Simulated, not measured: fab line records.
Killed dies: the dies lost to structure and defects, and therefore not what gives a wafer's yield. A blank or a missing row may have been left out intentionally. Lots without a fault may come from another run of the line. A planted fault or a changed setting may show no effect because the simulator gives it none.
fab line records	flow gf180mcu
record lots=14	wafers=42	last-day=34
route steps=602 shown V4@494 TOP_METAL@582 PASSIVATION@598
lots that met no fault: taken from a fault-free run of the same line
start-h: hours from the record's opening day to when the first of the lot's shown wafers began	wait-h: hours since the lot's step before	" the same as in the row above	L1.1+2: a row that stands for several wafers	- no value, or no start was given	* or withheld: withheld	< > ~ a bound
route shown NAME@n: names a module that has steps shown in the file, with the first one's number in the route	usual: mean and standard deviation over wafers with no fault	same: alike in all rows	chamber/n: place in a boat	sites: per-site readings	_std_site: their standard deviation	_edge_site: inner sites' mean taken away from outer sites' mean	radius-mm: for every site, how far away it sits from the centre of the wafer	mask NAME#n: copy n	behind: the most recent tool/chamber to have shaped the wafer	hold: the reason the lot was held/the length of the hold in hours/how it ended	device: which transistor (n, p or np) failed to switch	end of line: tests of these same wafers at the route's end	step lacking rows: just its recipe	killed: the dies lost at the first sort to structure and to defects; this is not the yield of the wafer	map: per-die view of a wafer (x killed, . not killed, _ where there is no die)
set.NAME: the setting that was run; set.NAME@STEP: the one run at that earlier step	model.NAME: the simulator's own value behind a step, which no gauge read
the route's steps for a sample of lots (tables are steps, rows are wafers)
services: the hour from which a tool's chamber was out of use, counted from the record's first day as start-h (under 0 if before that day), plus the number of hours and why
## steps
# step GF_V4_STRIP_18
# recipe chemistry=O2/N2	power-w=1400	pressure-mtorr=1500	platen-temp-c=250	o2-flow-sccm=3000	n2-flow-sccm=300	overash-fraction=0.5
# usual drypump-motor-current-A=5.6/0.4	heater-power-w=351/40	o2-flow-sccm=3000/9.1	oes-product-au=0.593/0.0051
lot.wafer	tool	chamber	start-h	wait-h	drypump-motor-current-A	heater-power-w	o2-flow-sccm	oes-product-au	rf-hours-counter-h
L711.2	plasma-asher-04	1	578.19	-	6.1	325	2984	0.586	47
L711.5	"	0	"	"	5.2	270	2992	0.593	-
L711.6	"	1	"	"	6.1	329	2976	0.595	-
L712.3	plasma-asher-01	1	587.04	-	5.2	388	2999	0.595	-
L712.4	"	0	"	"	5.5	346	3002	0.595	-
L712.6	"	1	"	"	5.2	387	3002	0.590	-
L713.4	plasma-asher-02	0	596.00	-	6.3	395	3017	0.589	-
L713.5	"	0	"	"	6.3	394	3015	0.597	-
L713.6	"	1	"	"	5.9	350	3012	0.600	-
L714.4	plasma-asher-04	0	600.99	-	5.3	269	2995	0.591	-
L714.5	"	1	"	"	6.1	335	3003	0.586	-
L714.6	"	0	"	"	5.2	273	2993	0.596	-
L715.2	plasma-asher-02	0	611.74	-	6.3	385	3017	0.591	99
L715.3	"	0	"	"	6.3	392	3014	0.597	-
L715.6	"	1	"	"	5.9	355	2991	0.608	-
L716.1	plasma-asher-02	1	622.29	-	5.9	356	3001	0.591	100
L716.2	"	0	"	"	6.3	392	2999	0.590	100
L716.6	"	0	"	"	6.3	394	2999	0.598	-
L717.1	plasma-asher-04	1	630.14	-	6.1	325	2983	0.584	53
L717.2	"	0	"	"	5.2	271	2990	0.593	53
L717.5	"	1	"	"	6.1	338	3001	0.587	-
L718.1	plasma-asher-01	0	639.99	-	5.4	341	3009	0.592	23
L718.2	"	1	"	"	5.2	383	3001	0.599	23
L718.4	"	1	"	"	5.2	384	2997	0.593	-
L721.2	plasma-asher-01	0	664.44	-	5.5	353	3001	0.593	25
L721.4	"	0	"	"	5.4	342	2997	0.591	-
L721.5	"	1	"	"	5.2	388	2998	0.586	-
L722.2	plasma-asher-02	0	668.91	-	6.3	401	3010	0.590	106
L722.4	"	1	"	"	5.9	348	2998	0.593	-
L722.5	"	0	"	"	6.3	391	3004	0.592	-
L725.1	plasma-asher-01	1	686.91	-	5.2	389	2999	0.597	28
L725.3	"	1	"	"	5.2	393	2988	0.591	-
L725.5	"	1	"	"	5.2	399	2992	0.594	-
L727.3	plasma-asher-01	1	701.62	-	5.2	391	3017	0.601	-
L727.5	"	1	"	"	5.2	393	2991	0.590	-
L727.6	"	0	"	"	5.4	344	3000	0.603	-
L731.2	plasma-asher-01	0	723.89	-	5.4	336	3012	0.597	32
L731.5	"	0	"	"	5.4	353	3007	0.597	-
L731.6	"	1	"	"	5.2	401	2994	0.596	-
L732.1	plasma-asher-01	0	733.57	-	5.5	350	2997	0.587	33
L732.3	"	0	"	"	5.5	353	2997	0.598	-
L732.5	"	1	"	"	5.2	397	3010	0.588	-
# step GF_V4_CMP_26
# recipe stop-on=SiO2	down-force-psi=3.5	platen-rpm=60	t-overpolish-s=15	target-thk-nm=0	pad-velocity-m-s=0.94248
# usual motor-current-A=11.3/1.6	overpolish-run-s=15.001/0.0081	time-to-endpoint-s=84/3.7
lot.wafer	tool	chamber	start-h	wait-h	motor-current-A	overpolish-run-s	time-to-endpoint-s
L711.2	cmp-01	3	579.35	0.2	11.2	14.997	92
L711.6	"	0	"	"	10.1	14.987	88
L711.5	"	1	"	"	13.0	15.013	82
L712.4	cmp-01	0	588.03	0.0	11.0	15.000	85
L712.3	"	3	"	"	11.4	14.999	93
L712.6	"	1	"	"	12.7	15.002	87
L713.4	cmp-02	2	596.94	0.1	10.2	15.024	90
L713.5	"	1	"	"	11.8	14.999	83
L713.6	"	2	"	"	10.3	14.991	91
L714.4	cmp-02	3	602.38	0.2	8.0	14.999	80
L714.5	"	0	"	"	13.7	14.995	91
L714.6	"	1	"	"	12.7	15.012	84
L715.2	cmp-02	0	613.00	0.0	13.7	14.999	82
L715.3	"	3	"	"	8.3	14.994	82
L715.6	"	1	"	"	12.7	15.003	85
L716.1	cmp-02	1	623.26	0.1	12.8	15.003	84
L716.2	"	3	"	"	8.3	15.009	83
L716.6	"	1	"	"	12.0	15.014	87
L717.1	cmp-02	2	631.06	0.1	10.7	15.006	89
L717.2	"	0	"	"	12.9	15.011	88
L717.5	"	3	"	"	8.4	14.989	79
L718.2	cmp-02	2	641.08	0.1	10.4	15.004	83
L718.1	"	0	"	"	13.0	15.001	82
L718.4	"	1	"	"	12.8	15.001	79
L721.4	cmp-02	3	665.37	0.0	8.6	14.996	79
L721.2	"	1	"	"	12.4	15.000	85
L721.5	"	3	"	"	8.3	14.995	78
L722.4	cmp-02	2	669.88	0.1	10.2	14.999	90
L722.2	"	0	"	"	13.3	15.002	85
L722.5	"	2	"	"	9.8	14.993	92
L725.3	cmp-01	0	688.00	0.1	10.3	14.982	85
L725.1	"	1	"	"	12.0	15.001	84
L725.5	"	3	"	"	11.1	15.017	88
L727.3	cmp-01	0	702.64	0.1	11.1	15.001	81
L727.6	"	2	"	"	12.1	14.999	81
L727.5	"	3	"	"	11.6	15.019	91
L731.2	cmp-01	1	724.94	0.1	12.5	15.023	85
L731.5	"	3	"	"	11.6	14.999	88
L731.6	"	0	"	"	10.5	15.008	83
L732.3	cmp-01	3	734.69	0.1	11.5	15.005	83
L732.1	"	1	"	"	12.5	15.000	79
L732.5	"	2	"	"	11.3	15.000	78
# step GF_TOP_METAL_OVL_MEAS_15
# usual TOP_METAL_OVL=0.1/1.5
lot.wafer	tool	chamber	start-h	wait-h	TOP_METAL_OVL[nm]
L711.2	overlay-02	-	663.18	0.1	-1.4
L711.5	"	-	"	"	-0.6
L711.6	"	-	"	"	1.4
L712.3	overlay-02	-	672.47	0.1	-0.8
L712.4	"	-	"	"	-1.0
L712.6	"	-	"	"	-0.8
L713.4	overlay-02	-	682.83	0.1	0.7
L713.5	"	-	"	"	1.7
L713.6	"	-	"	"	1.8
L714.4	overlay-01	-	685.87	0.1	0.8
L714.5	"	-	"	"	0.2
L714.6	"	-	"	"	2.3
L715.2	overlay-01	-	694.95	0.1	1.4
L715.3	"	-	"	"	-1.0
L715.6	"	-	"	"	1.2
L716.1	overlay-01	-	704.75	0.1	-0.3
L716.2	"	-	"	"	-0.2
L716.6	"	-	"	"	0.2
L717.1	overlay-01	-	710.92	0.1	-0.6
L717.2	"	-	"	"	2.2
L717.5	"	-	"	"	0.5
L718.1	overlay-02	-	719.80	0.1	-1.5
L718.2	"	-	"	"	-1.1
L718.4	"	-	"	"	-2.0
L721.2	overlay-01	-	743.18	0.1	3.0
L721.4	"	-	"	"	3.4
L721.5	"	-	"	"	4.0
L722.2	overlay-02	-	746.78	0.1	-1.1
L722.4	"	-	"	"	0.7
L722.5	"	-	"	"	0.6
L725.1	overlay-02	-	761.97	0.1	1.2
L725.3	"	-	"	"	-0.1
L725.5	"	-	"	"	1.5
L727.3	overlay-02	-	774.68	0.1	1.4
L727.5	"	-	"	"	-0.3
L727.6	"	-	"	"	-1.4
L731.2	overlay-01	-	793.50	0.1	0.9
L731.5	"	-	"	"	-1.4
L731.6	"	-	"	"	0.3
L732.1	overlay-01	-	803.10	0.1	-0.1
L732.3	"	-	"	"	0.5
L732.5	"	-	"	"	0.6
# step GF_PASSIVATION_ETCH_11
# recipe chemistry=CF4/O2	target-depth-nm=1800	stop-on=TiN	source-w=777.5	bias-w=150	pressure-mtorr=150	cf4-flow-sccm=80	O2_flow_sccm=10	time-s=400
# usual drypump-motor-current-A=5.6/0.42	oes-product-au=0.961/0.0073	throttle-valve-pct=5.960/0.0092
lot.wafer	tool	chamber	start-h	wait-h	drypump-motor-current-A	oes-product-au	rf-hours-counter-h	throttle-valve-pct
L711.2	rie-diel-03	1	683.48	-	5.4	0.960	7	5.957
L711.5	"	2	"	"	5.4	0.964	-	5.975
L711.6	"	3	"	"	5.5	0.972	-	5.968
L712.3	rie-diel-02	3	692.43	-	5.2	0.954	2	5.979
L712.4	"	1	"	"	6.2	0.979	10	5.958
L712.6	"	3	"	"	5.2	0.971	-	5.972
L713.4	rie-diel-02	3	702.53	-	5.2	0.963	2	5.976
L713.5	"	0	"	"	6.1	0.972	-	5.952
L713.6	"	1	"	"	6.1	0.978	-	5.965
L714.4	rie-diel-01	0	705.63	-	6.6	0.958	-	5.962
L714.5	"	0	"	"	6.6	0.961	-	5.956
L714.6	"	1	"	"	5.4	0.958	-	5.963
L715.2	rie-diel-01	1	713.86	-	5.4	0.953	12	5.952
L715.3	"	0	"	"	6.6	0.968	-	5.955
L715.6	"	1	"	"	5.4	0.972	-	5.962
L716.1	rie-diel-03	0	723.86	-	5.6	0.960	11	5.948
L716.2	"	2	"	"	5.4	0.954	11	5.960
L716.6	"	3	"	"	5.5	0.966	-	5.933
L717.1	rie-diel-02	2	729.83	-	5.3	0.966	14	5.948
L717.2	"	1	"	"	6.2	0.954	12	5.954
L717.5	"	2	"	"	5.3	0.971	-	5.949
L718.1	rie-diel-02	2	738.43	-	5.3	0.951	15	5.963
L718.2	"	1	"	"	6.1	0.957	13	5.956
L718.4	"	0	"	"	6.1	0.960	16	5.961
L721.2	rie-diel-03	1	761.25	-	5.4	0.951	10	5.949
L721.4	"	2	"	"	5.4	0.970	13	5.948
L721.5	"	2	"	"	5.4	0.960	-	5.962
L722.2	rie-diel-03	0	764.80	-	5.5	0.956	13	5.937
L722.4	"	3	"	"	5.5	0.961	9	5.967
L722.5	"	2	"	"	5.4	0.966	-	5.956
L725.1	rie-diel-02	2	778.66	-	5.3	0.883	17	5.944
L725.3	"	0	"	"	6.1	0.897	18	5.946
L725.5	"	0	"	"	6.1	0.892	-	5.929
L727.3	rie-diel-02	1	791.48	-	6.2	0.904	15	5.943
L727.5	"	2	"	"	5.3	0.888	-	5.934
L727.6	"	3	"	"	5.2	0.900	-	5.941
L731.2	rie-diel-03	3	809.35	-	5.5	0.953	11	5.952
L731.5	"	2	"	"	5.4	0.972	-	5.961
L731.6	"	3	"	"	5.5	0.971	-	5.970
L732.1	rie-diel-01	0	818.25	-	6.6	0.959	15	5.948
L732.3	"	3	"	"	5.1	0.955	11	5.967
L732.5	"	3	"	"	5.1	0.960	-	5.949
# step GF_PASSIVATION_STRIP_12
# recipe chemistry=O2/N2	power-w=1400	pressure-mtorr=1500	platen-temp-c=250	o2-flow-sccm=3000	n2-flow-sccm=300	overash-fraction=0.5
# usual drypump-motor-current-A=5.7/0.37	heater-power-w=374/24	o2-flow-sccm=3000/8.7	oes-product-au=0.719/0.0041	strip-time-to-endpoint-s=35.13/0.2
lot.wafer	tool	chamber	start-h	wait-h	drypump-motor-current-A	heater-power-w	o2-flow-sccm	oes-product-au	rf-hours-counter-h	strip-time-to-endpoint-s
L711.2	plasma-asher-03	0	683.72	0.1	6.0	411	2995	0.720	89	34.65
L711.5	"	1	"	"	5.9	349	3007	0.718	-	34.99
L711.6	"	0	"	"	6.0	412	2986	0.718	-	34.85
L712.3	plasma-asher-01	0	692.70	0.2	5.4	345	2991	0.724	-	35.23
L712.4	"	1	"	"	5.2	393	3006	0.715	-	35.10
L712.6	"	1	"	"	5.2	402	3014	0.724	-	35.25
L713.4	plasma-asher-03	1	702.80	0.2	5.9	357	3012	0.720	-	35.05
L713.5	"	0	"	"	6.0	403	2985	0.716	-	35.30
L713.6	"	1	"	"	5.8	358	3004	0.723	-	34.82
L714.4	plasma-asher-03	1	705.90	0.2	5.9	356	3003	0.720	-	35.34
L714.5	"	1	"	"	5.9	363	2999	0.722	-	35.26
L714.6	"	0	"	"	6.0	396	3009	0.718	-	34.95
L715.2	plasma-asher-02	0	714.21	0.2	6.3	391	3003	0.725	111	34.93
L715.3	"	0	"	"	6.3	393	2998	0.722	-	35.14
L715.6	"	1	"	"	5.8	355	2999	0.722	-	35.07
L716.1	plasma-asher-02	1	724.09	0.1	5.9	348	3006	0.725	112	35.36
L716.2	"	0	"	"	6.3	395	2979	0.721	112	35.42
L716.6	"	0	"	"	6.3	394	2987	0.714	-	35.05
L717.1	plasma-asher-02	1	730.07	0.1	5.9	351	3006	0.719	113	35.32
L717.2	"	0	"	"	6.3	398	3009	0.722	113	34.97
L717.5	"	0	"	"	6.3	389	2998	0.716	-	35.54
L718.1	plasma-asher-01	1	738.67	0.1	5.2	400	3012	0.715	34	35.43
L718.2	"	0	"	"	5.5	341	2997	0.729	34	34.88
L718.4	"	0	"	"	5.5	342	3003	0.721	-	35.26
L721.2	plasma-asher-01	1	761.49	0.1	5.2	390	2997	0.723	37	34.96
L721.4	"	1	"	"	5.2	398	3010	0.725	-	35.19
L721.5	"	0	"	"	5.4	346	2997	0.716	-	34.94
L722.2	plasma-asher-01	0	765.04	0.1	5.5	334	2989	0.714	38	34.98
L722.4	"	0	"	"	5.4	342	2990	0.716	-	34.90
L722.5	"	1	"	"	5.3	384	3005	0.721	-	34.90
L725.1	plasma-asher-03	0	778.89	0.1	6.0	405	3010	0.723	99	37.36
L725.3	"	1	"	"	5.9	354	3011	0.722	-	37.11
L725.5	"	1	"	"	5.9	354	3015	0.721	-	37.09
L727.3	plasma-asher-02	1	791.75	0.2	5.8	371	2989	0.722	-	36.84
L727.5	"	0	"	"	6.3	403	2993	0.723	-	37.24
L727.6	"	1	"	"	5.8	366	2994	0.712	-	36.91
L731.2	plasma-asher-03	1	809.59	0.1	5.9	358	3006	0.722	102	35.18
L731.5	"	1	"	"	5.9	353	2999	0.717	-	35.03
L731.6	"	0	"	"	6.0	406	2996	0.715	-	35.13
L732.1	plasma-asher-02	0	818.49	0.1	6.3	385	3012	0.720	6	35.36
L732.3	"	0	"	"	6.3	396	3003	0.714	-	35.18
L732.5	"	0	"	"	6.3	389	3002	0.713	-	35.10
## services
tool	chamber	start-h	hours	kind
cmp-01	-	572.00	4.0	pm
plasma-asher-03	-	575.76	4.8	repair
plasma-asher-03	-	595.35	0.8	repair
rie-diel-03	3	637.79	11.9	repair
plasma-asher-01	-	658.71	1.4	repair
cmp-01	-	664.73	3.8	pm
cmp-01	-	669.84	0.7	repair
cmp-02	-	675.52	0.7	repair
cmp-02	-	678.58	17.5	pm
rie-diel-03	3	679.24	4.2	repair
plasma-asher-03	-	726.07	1.9	repair
plasma-asher-02	-	733.75	9.0	pm
cmp-02	-	736.82	1.5	repair
cmp-02	-	744.02	4.0	pm
plasma-asher-02	-	747.92	17.5	pm
rie-diel-02	0	748.53	2.6	repair
cmp-02	-	749.13	5.9	pm
cmp-01	-	756.58	6.0	pm
rie-diel-02	3	776.88	4.7	repair
cmp-01	-	786.00	2.8	repair
cmp-02	-	791.43	0.4	repair
plasma-asher-02	-	796.56	2.8	pm
plasma-asher-02	-	801.47	6.8	repair
rie-diel-02	3	802.15	5.8	repair
## key
first-sign step=GF_PASSIVATION_ETCH_11	reading=oes-product-au	direction=down	sigmas=9.2	usual=0.961	struck=0.894
effect step=GF_PASSIVATION_ETCH_11	reading=throttle-valve-pct	direction=down	sigmas=2.2	usual=5.960	struck=5.940	wafers-moved=4
effect step=GF_PASSIVATION_STRIP_12	reading=strip-time-to-endpoint-s	direction=up	sigmas=10	usual=*	struck=*
met-at GF_PASSIVATION_ETCH_11
struck-lots L725,L727
later-rows-left-out L725.1,L725.3,L725.5,L727.3,L727.5,L727.6
sort-left-out L725.1,L725.3,L725.5,L727.3,L727.5,L727.6
not-acting-at GF_V4_STRIP_18,GF_V4_CMP_26,GF_TOP_METAL_OVL_MEAS_15
onset-between 738.43 778.66
fault kind=process-parameter-drift	tool=rie-diel-02	chamber=-	onset-h=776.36	steps=GF_PASSIVATION_ETCH_11	channel=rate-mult	offset=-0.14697	shape=step	end-h=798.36
# sort-left-out: the simulated sort isn't trusted on such a fault, so these wafers' sort isn't shown, and their yield isn't known
# later-rows-left-out: the simulator's readings of these wafers behind a module that went badly wrong aren't trusted and aren't shown, but for the sort
